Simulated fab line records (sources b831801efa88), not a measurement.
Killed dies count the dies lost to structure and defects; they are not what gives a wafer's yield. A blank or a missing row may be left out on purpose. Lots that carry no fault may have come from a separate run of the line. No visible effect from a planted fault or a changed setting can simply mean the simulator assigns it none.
fab line records + flow gf180mcu
record
- lots=14
- wafers=42
- lastDay=34
route steps=602 shown STI@26 NWELL@49 VT_IMPLANT@107
lots untouched by any fault: they come from a run of this same line in which no faults occurred
startH: start of the lot's first displayed wafer, in hours after the record's first day + waitH: hours elapsed since this lot's preceding step + " identical to the entry in the row above + L1.1+2: several wafers, shown together as one row + - no value, or no start given + * or withheld: withheld + < > ~ a bound
route shown NAME@n: NAME is a module with steps in the file, n the number in the route of the first one + usual: mean/standard deviation of fault-free wafers + same: alike in all rows + chamber/n: place in a boat + sites: per-site readings + _std_site: standard deviation across them + _edge_site: the outer-site mean with the inner-site mean subtracted + radiusMm: for every site, how far away it sits from the centre of the wafer + mask NAME#n: copy n + behind: the most recent tool/chamber to have shaped the wafer + hold: why the lot went on hold/how many hours it stayed there/how the hold came to an end + device: names the non-switching transistor (n, p or np) + end of line: tests run on the same wafers once the route is complete + a step given without rows: its recipe and nothing more + killed: dies that structure and defects cost at the first sort, which is not the same as the wafer's yield + map: shows each die of a wafer: x if killed, . if not, _ if none is there
set.NAME: the setting as run; set.NAME@STEP: as run at that earlier step + model.NAME: the simulator's own value behind a step, which no gauge read
a sample of lots followed through the steps of the route, with each step as a table and each wafer as a row
services: from which hour (startH, from the record's first day; less than 0 if before it) a tool's chamber was out of use, for how many hours, and why
## steps
# step GF_STI_CMP_25
# recipe
- stopOn=Si3N4
- tOverpolishS=33
- downForcePsi=4
- platenRpm=60
- targetThkNm=524.6
- padVelocityMS=0.94248
# usual
- motorCurrentA=12.2/1.8
- overpolishRunS=33.000/0.0084
- timeToEndpointS=125/5.4
| lot.wafer | tool   | chamber | startH | waitH | motorCurrentA | overpolishRunS | timeToEndpointS |
|-----------|--------|---------|--------|-------|---------------|----------------|-----------------|
| L508.1    | cmp-02 | 1       | 27.52  | 0.1   | 12.8          | 33.007         | 132             |
| L508.2    | "      | 0       | "      | "     | 10.0          | 33.012         | 134             |
| L508.5    | "      | 2       | "      | "     | 13.3          | 32.998         | 129             |
| L509.3    | cmp-02 | 2       | 34.07  | 0.1   | 12.9          | 32.990         | 124             |
| L509.2    | "      | 3       | "      | "     | 12.4          | 32.994         | 123             |
| L509.6    | "      | 2       | "      | "     | 13.1          | 32.995         | 122             |
| L512.3    | cmp-02 | 1       | 48.54  | 0.1   | 13.0          | 32.990         | 127             |
| L512.2    | "      | 3       | "      | "     | 11.7          | 33.007         | 125             |
| L512.6    | "      | 1       | "      | "     | 13.0          | 32.989         | 126             |
| L513.4    | cmp-01 | 0       | 52.67  | 0.0   | 11.1          | 32.996         | 130             |
| L513.1    | "      | 1       | "      | "     | 11.6          | 33.012         | 125             |
| L513.5    | "      | 0       | "      | "     | 11.5          | 33.006         | 130             |
| L514.2    | cmp-01 | 3       | 58.97  | 0.1   | 16.1          | 32.992         | 118             |
| L514.1    | "      | 0       | "      | "     | 11.2          | 33.007         | 130             |
| L514.5    | "      | 2       | "      | "     | 10.1          | 33.006         | 115             |
| L516.3    | cmp-02 | 3       | 68.15  | 0.0   | 12.2          | 32.998         | 125             |
| L516.1    | "      | 2       | "      | "     | 12.9          | 33.004         | 123             |
| L516.5    | "      | 3       | "      | "     | 12.2          | 32.995         | 120             |
| L517.2    | cmp-01 | 0       | 74.05  | 0.1   | 11.0          | 33.008         | 135             |
| L517.3    | "      | 1       | "      | "     | 11.1          | 32.996         | 126             |
| L517.5    | "      | 3       | "      | "     | 17.0          | 32.991         | 123             |
| L518.3    | cmp-02 | 0       | 80.27  | 0.1   | 10.4          | 32.985         | 127             |
| L518.6    | "      | 3       | "      | "     | 11.7          | 32.999         | 126             |
| L518.5    | "      | 0       | "      | "     | 10.5          | 33.008         | 126             |
| L519.4    | cmp-01 | 0       | 84.82  | 0.1   | 10.7          | 33.005         | 130             |
| L519.1    | "      | 1       | "      | "     | 11.7          | 33.018         | 127             |
| L519.6    | "      | 3       | "      | "     | 15.6          | 33.002         | 122             |
| L520.1    | cmp-01 | 3       | 89.99  | 0.1   | 15.8          | 32.992         | 122             |
| L520.2    | "      | 2       | "      | "     | 9.9           | 32.983         | 119             |
| L520.6    | "      | 3       | "      | "     | 16.5          | 33.004         | 122             |
| L521.3    | cmp-01 | 2       | 95.74  | 0.0   | 9.5           | 32.983         | 121             |
| L521.1    | "      | 1       | "      | "     | 11.4          | 33.011         | 130             |
| L521.5    | "      | 3       | "      | "     | 15.8          | 32.995         | 126             |
| L522.4    | cmp-02 | 2       | 100.90 | 0.1   | 12.8          | 32.996         | 127             |
| L522.2    | "      | 0       | "      | "     | 9.8           | 33.011         | 129             |
| L522.5    | "      | 2       | "      | "     | 13.2          | 33.003         | 125             |
| L523.4    | cmp-02 | 3       | 106.49 | 0.1   | 12.6          | 33.006         | 134             |
| L523.6    | "      | 2       | "      | "     | 13.1          | 32.996         | 135             |
| L523.5    | "      | 3       | "      | "     | 11.7          | 32.992         | 135             |
| L530.2    | cmp-01 | 2       | 141.12 | 0.0   | 9.7           | 33.007         | 120             |
| L530.3    | "      | 3       | "      | "     | 16.2          | 33.004         | 116             |
| L530.1    | "      | 1       | "      | "     | 11.8          | 32.990         | 123             |
# step GF_NWELL_OVL_MEAS_07
# usual
- NWELL_OVL=-0.2/1.4
| lot.wafer | tool       | chamber | startH | waitH | NWELL_OVL[nm] |
|-----------|------------|---------|--------|-------|---------------|
| L508.1    | overlay-02 | -       | 54.60  | -     | 0.5           |
| L508.2    | "          | -       | "      | "     | -0.3          |
| L508.5    | "          | -       | "      | "     | 1.2           |
| L509.2    | overlay-02 | -       | 61.75  | -     | 0.0           |
| L509.3    | "          | -       | "      | "     | -0.6          |
| L509.6    | "          | -       | "      | "     | 0.6           |
| L512.2    | overlay-02 | -       | 77.15  | -     | -1.2          |
| L512.3    | "          | -       | "      | "     | -1.4          |
| L512.6    | "          | -       | "      | "     | -0.7          |
| L513.1    | overlay-02 | -       | 80.99  | -     | 1.0           |
| L513.4    | "          | -       | "      | "     | 1.4           |
| L513.5    | "          | -       | "      | "     | 0.1           |
| L514.1    | overlay-02 | -       | 88.20  | -     | 0.1           |
| L514.2    | "          | -       | "      | "     | 0.6           |
| L514.5    | "          | -       | "      | "     | 0.8           |
| L516.1    | overlay-02 | -       | 97.59  | -     | 1.0           |
| L516.3    | "          | -       | "      | "     | 1.5           |
| L516.5    | "          | -       | "      | "     | 1.6           |
| L517.2    | overlay-01 | -       | 103.61 | -     | -2.0          |
| L517.3    | "          | -       | "      | "     | -0.6          |
| L517.5    | "          | -       | "      | "     | -1.8          |
| L518.3    | overlay-01 | -       | 110.36 | -     | -2.9          |
| L518.5    | "          | -       | "      | "     | -1.1          |
| L518.6    | "          | -       | "      | "     | -2.5          |
| L519.1    | overlay-02 | -       | 114.39 | -     | -1.0          |
| L519.4    | "          | -       | "      | "     | 0.7           |
| L519.6    | "          | -       | "      | "     | 2.3           |
| L520.1    | overlay-01 | -       | 121.99 | -     | -1.4          |
| L520.2    | "          | -       | "      | "     | -1.4          |
| L520.6    | "          | -       | "      | "     | 0.4           |
| L521.1    | overlay-02 | -       | 127.25 | -     | 3.0           |
| L521.3    | "          | -       | "      | "     | 3.0           |
| L521.5    | "          | -       | "      | "     | 2.2           |
| L522.2    | overlay-01 | -       | 134.30 | -     | 1.6           |
| L522.4    | "          | -       | "      | "     | 1.8           |
| L522.5    | "          | -       | "      | "     | 0.2           |
| L523.4    | overlay-02 | -       | 139.06 | -     | 1.8           |
| L523.5    | "          | -       | "      | "     | 1.0           |
| L523.6    | "          | -       | "      | "     | 1.0           |
| L530.1    | overlay-01 | -       | 175.85 | -     | -0.7          |
| L530.2    | "          | -       | "      | "     | 1.9           |
| L530.3    | "          | -       | "      | "     | 1.3           |
# step GF_VT_IMPLANT_DEVELOP_17
# recipe
- developTimeS=60
- devTempC=23
# usual
- developerTempC=22.99/0.1
| lot.wafer | tool          | chamber | startH | waitH | developerTempC |
|-----------|---------------|---------|--------|-------|----------------|
| L508.1    | lithoTrack-01 | 0       | 123.79 | 0.1   | 23.05          |
| L508.2    | "             | 0       | "      | "     | 23.24          |
| L508.5    | "             | 0       | "      | "     | 22.95          |
| L509.2    | lithoTrack-02 | 0       | 131.97 | 0.1   | 23.14          |
| L509.3    | "             | 0       | "      | "     | 23.07          |
| L509.6    | "             | 0       | "      | "     | 22.97          |
| L512.2    | lithoTrack-03 | 0       | 150.57 | 0.1   | 23.25          |
| L512.3    | "             | 0       | "      | "     | 23.03          |
| L512.6    | "             | 0       | "      | "     | 23.12          |
| L513.1    | lithoTrack-02 | 0       | 155.80 | 0.1   | 22.90          |
| L513.4    | "             | 0       | "      | "     | 22.99          |
| L513.5    | "             | 0       | "      | "     | 22.96          |
| L514.1    | lithoTrack-03 | 0       | 163.50 | 0.1   | 23.09          |
| L514.2    | "             | 0       | "      | "     | 23.09          |
| L514.5    | "             | 0       | "      | "     | 23.16          |
| L516.1    | lithoTrack-01 | 0       | 174.74 | 0.1   | 23.12          |
| L516.3    | "             | 0       | "      | "     | 23.12          |
| L516.5    | "             | 0       | "      | "     | 23.19          |
| L517.2    | lithoTrack-01 | 0       | 182.11 | 0.1   | 22.90          |
| L517.3    | "             | 0       | "      | "     | 22.95          |
| L517.5    | "             | 0       | "      | "     | 22.92          |
| L518.3    | lithoTrack-01 | 0       | 191.34 | 0.1   | 22.92          |
| L518.5    | "             | 0       | "      | "     | 22.81          |
| L518.6    | "             | 0       | "      | "     | 22.96          |
| L519.1    | lithoTrack-03 | 0       | 194.25 | 0.1   | 23.09          |
| L519.4    | "             | 0       | "      | "     | 22.99          |
| L519.6    | "             | 0       | "      | "     | 22.95          |
| L520.1    | lithoTrack-03 | 0       | 202.95 | 0.1   | 22.86          |
| L520.2    | "             | 0       | "      | "     | 22.90          |
| L520.6    | "             | 0       | "      | "     | 22.86          |
| L521.1    | lithoTrack-03 | 0       | 209.90 | 0.1   | 22.87          |
| L521.3    | "             | 0       | "      | "     | 22.90          |
| L521.5    | "             | 0       | "      | "     | 23.08          |
| L522.2    | lithoTrack-03 | 0       | 216.17 | 0.1   | 22.06          |
| L522.4    | "             | 0       | "      | "     | 22.07          |
| L522.5    | "             | 0       | "      | "     | 22.08          |
| L523.4    | lithoTrack-03 | 0       | 223.22 | 0.1   | 22.20          |
| L523.5    | "             | 0       | "      | "     | 22.13          |
| L523.6    | "             | 0       | "      | "     | 22.27          |
| L530.1    | lithoTrack-01 | 0       | 267.94 | 0.1   | 23.04          |
| L530.2    | "             | 0       | "      | "     | 22.86          |
| L530.3    | "             | 0       | "      | "     | 23.05          |
# step GF_VT_IMPLANT_STRIP_20
# recipe
- chemistry=O2/N2
- powerW=1400
- pressureMtorr=1500
- platenTempC=250
- o2FlowSccm=3000
- n2FlowSccm=300
- overashFraction=0.5
# usual
- drypumpMotorCurrentA=5.7/0.46
- heaterPowerW=349/37
- oesProductAu=0.716/0.0043
- stripTimeToEndpointS=12.625/0.027
| lot.wafer | tool           | chamber | startH | waitH | drypumpMotorCurrentA | heaterPowerW | oesProductAu | rfHoursCounterH | stripTimeToEndpointS |
|-----------|----------------|---------|--------|-------|----------------------|--------------|--------------|-----------------|----------------------|
| L508.1    | plasmaAsher-02 | 0       | 124.13 | 0.1   | 5.7                  | 349          | 0.716        | 44              | 12.626               |
| L508.2    | "              | 1       | "      | "     | 5.7                  | 339          | 0.714        | 44              | 12.633               |
| L508.5    | "              | 0       | "      | "     | 5.6                  | 351          | 0.728        | -               | 12.614               |
| L509.2    | plasmaAsher-02 | 0       | 132.29 | 0.1   | 5.7                  | 335          | 0.717        | 45              | 12.648               |
| L509.3    | "              | 1       | "      | "     | 5.7                  | 346          | 0.724        | -               | 12.631               |
| L509.6    | "              | 1       | "      | "     | 5.7                  | 349          | 0.714        | -               | 12.617               |
| L512.2    | plasmaAsher-03 | 1       | 150.88 | 0.1   | 4.8                  | 342          | 0.712        | 51              | 12.597               |
| L512.3    | "              | 0       | "      | "     | 6.0                  | 418          | 0.715        | -               | 12.623               |
| L512.6    | "              | 0       | "      | "     | 6.0                  | 420          | 0.720        | -               | 12.625               |
| L513.1    | plasmaAsher-03 | 0       | 156.14 | 0.1   | 6.0                  | 417          | 0.722        | 52              | 12.614               |
| L513.4    | "              | 0       | "      | "     | 6.0                  | 426          | 0.717        | -               | 12.606               |
| L513.5    | "              | 1       | "      | "     | 4.8                  | 360          | 0.712        | -               | 12.617               |
| L514.1    | plasmaAsher-03 | 1       | 163.83 | 0.1   | 4.8                  | 352          | 0.717        | 53              | 12.602               |
| L514.2    | "              | 0       | "      | "     | 6.0                  | 417          | 0.721        | 53              | 12.607               |
| L514.5    | "              | 1       | "      | "     | 4.8                  | 356          | 0.717        | -               | 12.573               |
| L516.1    | plasmaAsher-04 | 0       | 175.08 | 0.1   | 6.2                  | 290          | 0.715        | 37              | 12.605               |
| L516.3    | "              | 0       | "      | "     | 6.2                  | 300          | 0.720        | -               | 12.647               |
| L516.5    | "              | 0       | "      | "     | 6.2                  | 304          | 0.717        | -               | 12.633               |
| L517.2    | plasmaAsher-03 | 1       | 182.43 | 0.1   | 4.8                  | 353          | 0.711        | 55              | 12.622               |
| L517.3    | "              | 0       | "      | "     | 6.0                  | 418          | 0.716        | -               | 12.641               |
| L517.5    | "              | 0       | "      | "     | 6.0                  | 419          | 0.710        | -               | 12.642               |
| L518.3    | plasmaAsher-03 | 0       | 191.66 | 0.1   | 6.0                  | 412          | 0.715        | -               | 12.601               |
| L518.5    | "              | 1       | "      | "     | 4.8                  | 349          | 0.704        | -               | 12.625               |
| L518.6    | "              | 0       | "      | "     | 6.0                  | 421          | 0.719        | -               | 12.650               |
| L519.1    | plasmaAsher-03 | 0       | 194.58 | 0.1   | 6.0                  | 427          | 0.717        | 56              | 12.616               |
| L519.4    | "              | 0       | "      | "     | 6.0                  | 418          | 0.716        | -               | 12.587               |
| L519.6    | "              | 0       | "      | "     | 6.0                  | 412          | 0.712        | -               | 12.646               |
| L520.1    | plasmaAsher-02 | 1       | 203.28 | 0.1   | 5.8                  | 341          | 0.725        | 53              | 12.656               |
| L520.2    | "              | 0       | "      | "     | 5.7                  | 342          | 0.709        | 53              | 12.643               |
| L520.6    | "              | 0       | "      | "     | 5.7                  | 346          | 0.716        | -               | 12.647               |
| L521.1    | plasmaAsher-02 | 1       | 210.23 | 0.1   | 5.7                  | 341          | 0.724        | 54              | 12.649               |
| L521.3    | "              | 0       | "      | "     | 5.7                  | 345          | 0.722        | -               | 12.679               |
| L521.5    | "              | 0       | "      | "     | 5.7                  | 353          | 0.719        | -               | 12.694               |
| L522.2    | plasmaAsher-03 | 0       | 216.48 | 0.1   | 6.0                  | 420          | 0.718        | 59              | 12.617               |
| L522.4    | "              | 1       | "      | "     | 4.8                  | 349          | 0.712        | -               | 12.584               |
| L522.5    | "              | 0       | "      | "     | 6.0                  | 411          | 0.717        | -               | 12.638               |
| L523.4    | plasmaAsher-02 | 1       | 223.51 | 0.1   | 5.7                  | 342          | 0.719        | -               | 12.673               |
| L523.5    | "              | 0       | "      | "     | 5.7                  | 348          | 0.714        | -               | 12.652               |
| L523.6    | "              | 1       | "      | "     | 5.7                  | 340          | 0.719        | -               | 12.629               |
| L530.1    | plasmaAsher-04 | 1       | 268.27 | 0.1   | 5.9                  | 329          | 0.713        | 47              | 12.650               |
| L530.2    | "              | 0       | "      | "     | 6.2                  | 302          | 0.706        | 47              | 12.681               |
| L530.3    | "              | 1       | "      | "     | 5.9                  | 326          | 0.716        | -               | 12.654               |
## services
| tool           | chamber | startH | hours | kind                          |
|----------------|---------|--------|-------|-------------------------------|
| plasmaAsher-03 | -       | 19.21  | 2.8   | pm                            |
| plasmaAsher-04 | -       | 25.16  | 15.9  | pm                            |
| plasmaAsher-02 | -       | 39.93  | 30.3  | pm                            |
| cmp-02         | -       | 50.67  | 4.2   | pm                            |
| cmp-02         | -       | 64.00  | 4.0   | pm                            |
| cmp-02         | -       | 68.00  | -     | consumableReplace:conditioner |
| cmp-02         | -       | 86.24  | 3.9   | repair                        |
| cmp-02         | -       | 96.83  | 0.4   | repair                        |
| cmp-01         | -       | 106.44 | 3.4   | repair                        |
| plasmaAsher-02 | -       | 114.91 | 2.2   | repair                        |
| plasmaAsher-03 | -       | 123.35 | 6.7   | pm                            |
| plasmaAsher-04 | -       | 139.65 | 28.1  | pm                            |
| cmp-02         | -       | 142.02 | 10.0  | pm                            |
| cmp-02         | -       | 162.16 | 4.0   | pm                            |
| cmp-01         | -       | 167.87 | 5.6   | pm                            |
| plasmaAsher-02 | -       | 170.73 | 2.7   | repair                        |
| plasmaAsher-04 | -       | 173.41 | 0.6   | repair                        |
| cmp-01         | -       | 174.16 | 0.2   | repair                        |
| plasmaAsher-04 | -       | 180.12 | 3.7   | repair                        |
| cmp-02         | -       | 195.51 | 0.6   | repair                        |
| cmp-02         | -       | 205.93 | 22.5  | pm                            |
| plasmaAsher-02 | -       | 212.18 | 0.7   | repair                        |
| cmp-01         | -       | 232.09 | 4.0   | pm                            |
| cmp-01         | -       | 260.94 | 1.7   | repair                        |
## key
firstSign
- step=GF_VT_IMPLANT_DEVELOP_17
- reading=developerTempC
- direction=down
- sigmas=8.4
- usual=*
- struck=*
effect none on later readings
metAt GF_VT_IMPLANT_DEVELOP_17
struckLots L522,L523
testerLeftOut L522,L523
notActingAt GF_STI_CMP_25,GF_NWELL_OVL_MEAS_07,GF_VT_IMPLANT_STRIP_20
onsetBetween 209.90 216.17
fault
- kind=processParameterDrift
- tool=lithoTrack-03
- chamber=-
- onsetH=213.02
- steps=GF_VT_IMPLANT_DEVELOP_17
- channel=devTempC
- offset=*
- shape=step
- endH=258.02
- actsIn=*
- stated=*
# testerLeftOut: of these lots the tester's yield and bins aren't shown, on N5 and GAA mostly nor the transistor test; their killed dies are dies lost to structure and defects alone, not to doping, threshold or leakage, so they don't give the yield
